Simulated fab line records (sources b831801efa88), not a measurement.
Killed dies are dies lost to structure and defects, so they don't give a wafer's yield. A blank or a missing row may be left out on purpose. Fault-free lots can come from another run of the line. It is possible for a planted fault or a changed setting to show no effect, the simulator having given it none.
Chamber matching | flow sky130 | 4 sister chambers for SKY_LI_CONTACT_CMP_24 on cmp-01
The step polishes, stops on PSG, t overpolish 20 s, target thk 0 nm. 16 wafers are shown with their chamber, then 8 later ones without.

WAFERS WITH THEIR CHAMBER
wafer  | chamber | motorCurrentA (A) | timeToEndpointS (s) | overpolishRunS (s)
L079.2 | 1       | 10.2              | 98                  | 20.008
L079.3 | 2       | 12.4              | 96                  | 20.011
L079.4 | 3       | 11.4              | 98                  | 20.005
L083.1 | 1       | 10.3              | 105                 | 19.998
L083.3 | 3       | 11.7              | 95                  | 19.990
L083.6 | 2       | 12.1              | 100                 | 19.989
L091.4 | 0       | 11.6              | 89                  | 19.989
L091.5 | 2       | 12.3              | 91                  | 19.994
L091.6 | 1       | 11.3              | 92                  | 20.005
L092.2 | 1       | 11.3              | 93                  | 19.994
L092.5 | 2       | 12.4              | 87                  | 19.997
L092.6 | 1       | 10.4              | 98                  | 20.008
L093.1 | 0       | 11.9              | 92                  | 20.006
L093.4 | 3       | 11.7              | 94                  | 20.007
L093.5 | 3       | 10.9              | 93                  | 19.998
L094.1 | 1       | 11.0              | 91                  | 20.002

SIGNATURES (means of the wafers above)
reading         | chamber 0 | chamber 1 | chamber 2 | chamber 3 | scatter within a chamber
motorCurrentA   | 11.750    | 10.750    | 12.300    | 11.425    | 0.39
timeToEndpointS | 90.50     | 96.17     | 93.50     | 95.00     | 4.6
overpolishRunS  | 19.99750  | 20.00250  | 19.99775  | 20.00000  | 0.0079
Rule: a wafer's distance from a chamber is the root of the sum, over the readings, of the square of ((its reading less the chamber's mean) divided by the reading's scatter). If the next closest chamber is less than 2 further off than the closest, the wafer can't be placed; otherwise it belongs to the closest. How the scatter is found: for the shown wafers, subtract from each reading the mean of its chamber, square and add these, divide the total by (wafers less chambers), then take the root.

WAFERS WITHOUT THEIR CHAMBER
wafer  | motorCurrentA (A) | timeToEndpointS (s) | overpolishRunS (s)
L094.3 | 13.0              | 95                  | 20.000
L094.6 | 11.6              | 89                  | 20.007
L095.1 | 10.4              | 99                  | 19.993
L095.3 | 13.1              | 96                  | 19.992
L095.5 | 11.0              | 100                 | 20.001
L096.2 | 10.5              | 94                  | 19.995
L096.4 | 12.9              | 92                  | 19.999
L096.6 | 11.7              | 90                  | 19.984

EACH ONE'S CHAMBER
wafer  | from the rows above               | in truth
L094.3 | can't be placed: 2 or 0           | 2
L094.6 | can't be placed: 0 or 3 or 2 or 1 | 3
L095.1 | can't be placed: 1 or 3           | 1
L095.3 | can't be placed: 2 or 0           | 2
L095.5 | can't be placed: 1 or 3 or 0      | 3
L096.2 | can't be placed: 1 or 3           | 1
L096.4 | can't be placed: 2 or 0           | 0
L096.6 | can't be placed: 0 or 3 or 2 or 1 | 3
Correctly placed: 0 of 8. From these rows, 8 cannot be placed; in 8 the true chamber is one of the candidates. Placed wrongly: 0.
